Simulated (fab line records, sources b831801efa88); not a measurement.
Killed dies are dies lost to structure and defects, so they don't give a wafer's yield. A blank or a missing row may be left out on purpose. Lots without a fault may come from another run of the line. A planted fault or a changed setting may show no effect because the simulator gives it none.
Problem report in the 8D (eight disciplines) form, filled by code | flow gf180mcu | the parts of the form that need people (team, actions taken, sign-off) are left out

1. THE PROBLEM
beam_energy_keV at GF_NSD_IMPLANT_09 reads a mean of 59.294 on 6 wafers of 2 lots; wafers without a fault read 60.006 with a standard deviation of 0.018. That is -40 standard deviations from the usual mean.
First seen on wafer L840.1, day 16 20:02, on implanter-02. The record holds 18 wafers of 6 lots with a number at this step. Rule for "out", or "out of limits": more than 4 standard deviations from the usual mean. The other wafers with a number count as sound.

2. WHAT IT IS AND WHAT IT IS NOT
question                    | is                     | is not
which readings at this step | beam_energy_keV        | -
which lots                  | L840, L844             | L832, L846, L849, L852
which wafers of those lots  | all that have a number | -
read on which tools         | implanter-02           | implanter-01, implanter-04
when                        | from day 16 20:02      | up to then (3 sound wafers); but 9 sound wafers of L846, L849, L852 came after

3. SUSPECTS, AND WHAT RULES EACH OUT
Counting: a tool at a process step up to the reading stays a suspect if it ran every lot that is out and no sound lot after the first of them.
- implanter-02 at GF_NSD_IMPLANT_09: ruled out as a lasting fault. Sound lots L852 ran on it after its first lot that is out, L840 (day 16 20:02).
Left after counting: nothing in the record.

4. THE CAUSE (what the simulator had put in)
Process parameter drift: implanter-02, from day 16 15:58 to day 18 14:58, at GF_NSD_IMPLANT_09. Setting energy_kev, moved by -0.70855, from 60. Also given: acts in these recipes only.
Counting ruled it out, wrongly.

5. THE CHAIN OF EFFECTS, in route order
Each row: a reading whose mean over the struck wafers that have a number lies more than 3 standard deviations from the usual. Only readings for which the record gives a usual standard deviation are gone through. hours: the time from each lot's start at the first step in this table that gives one to its start at this step, as a median over the lots. sigmas: the change in usual standard deviations.
hours | step              | reading         | usual  | on struck wafers | change | sigmas
0     | GF_NSD_IMPLANT_09 | beam_energy_keV | 60.006 | 59.294           | -0.712 | -40
The process steps in it:
- GF_NSD_IMPLANT_09
Later measuring or inspecting steps at which every struck wafer that the step has a row for has a number for every such reading, and none has moved that far: GF_NSD_TW_MEAS_12.

6. WHAT WOULD HAVE CAUGHT IT SOONER
In this record the first reading out of limits was taken at day 16 20:02, 4 hours after the fault began at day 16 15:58.
